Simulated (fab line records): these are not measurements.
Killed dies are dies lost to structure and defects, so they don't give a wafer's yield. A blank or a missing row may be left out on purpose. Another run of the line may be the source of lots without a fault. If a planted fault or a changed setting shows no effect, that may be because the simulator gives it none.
Which tool was responsible?    flow sky130    7 lots with 21 wafers sampled at 3 steps, on a route of 708 steps

## WHAT EACH GAUGE READ, for each wafer
SKY_VIA2_CD_MEAS_12: target cd 200 nm.
lot   measured      on         cd-nm (nm)
L183  day 37 12:00  cd-sem-01  201.7 202.8 202.4
L187  day 38 12:02  cd-sem-01  199.7 199.7 198.9
L188  day 38 17:02  cd-sem-02  201.4 200.7 200.9
L190  day 39 13:01  cd-sem-02  201.3 201.8 201.6
L193  day 40 04:54  cd-sem-01  201.7 201.2 199.5
L200  day 42 07:08  cd-sem-01  188.4 196.4 174.0
L202  day 42 16:19  cd-sem-02  201.7 200.3 199.4

## WHAT TOOL EACH LOT RAN ON (gives the tool, then ch and the chambers of the sampled wafers, and finally the start)
lot   SKY_METAL2_METAL_ETCH_19           SKY_VIA2_EXPOSE_09
L183  rie-metal-01 ch 0,1, day 36 08:56  krf-scanner-01 ch 0, day 36 23:28
L187  rie-metal-01 ch 1, day 37 09:53    krf-scanner-02 ch 0, day 37 23:27
L188  rie-metal-02 ch 0,1, day 37 14:53  krf-scanner-01 ch 0, day 38 04:46
L190  rie-metal-02 ch 0,1, day 38 10:44  krf-scanner-02 ch 0, day 39 00:34
L193  rie-metal-02 ch 0,1, day 39 02:37  krf-scanner-01 ch 0, day 39 17:22
L200  rie-metal-03 ch 0,1, day 41 06:14  krf-scanner-01 ch 0, day 41 19:32
L202  rie-metal-02 ch 0,1, day 41 15:34  krf-scanner-02 ch 0, day 42 04:19
- SKY_METAL2_METAL_ETCH_19: etches the open film in Cl2/BCl3, stops on SiO2, target depth 360 nm, time 78 s.
- SKY_VIA2_EXPOSE_09: exposes mask VIM2, target cd 200 nm.

## THE ANSWER, worked out from the rows above alone
Rule: usual is defined by the lots themselves. The widest of any qualifying gaps counts: lots, ordered by their means at a reading, are off when they make up no more than a third of the lots, leave a main group of 4 or more, and stand apart from it by 3 or more times the standard deviation of that group's means. A main group whose means are all the same, to the digits that the tables above print for the reading, isn't used. A lot without any number at a reading at which 4 lots or more have one is off too. All remaining lots with rows at the step are treated as sound.
Off: L200, at SKY_VIA2_CD_MEAS_12 (cd-nm). The main group: mean 200.9 nm, standard deviation 0.89.
A tool fits if, at a process step before that reading, it ran every lot that is off, and no sound lot after the first of them. Gauges at SKY_VIA2_CD_MEAS_12: tried the same way as those tools. Can't be told from this: 3 tools fit, rie-metal-03 at SKY_METAL2_METAL_ETCH_19, krf-scanner-01 at SKY_VIA2_EXPOSE_09, cd-sem-01 at SKY_VIA2_CD_MEAS_12.

## WHAT THE SIMULATOR HAD PUT IN
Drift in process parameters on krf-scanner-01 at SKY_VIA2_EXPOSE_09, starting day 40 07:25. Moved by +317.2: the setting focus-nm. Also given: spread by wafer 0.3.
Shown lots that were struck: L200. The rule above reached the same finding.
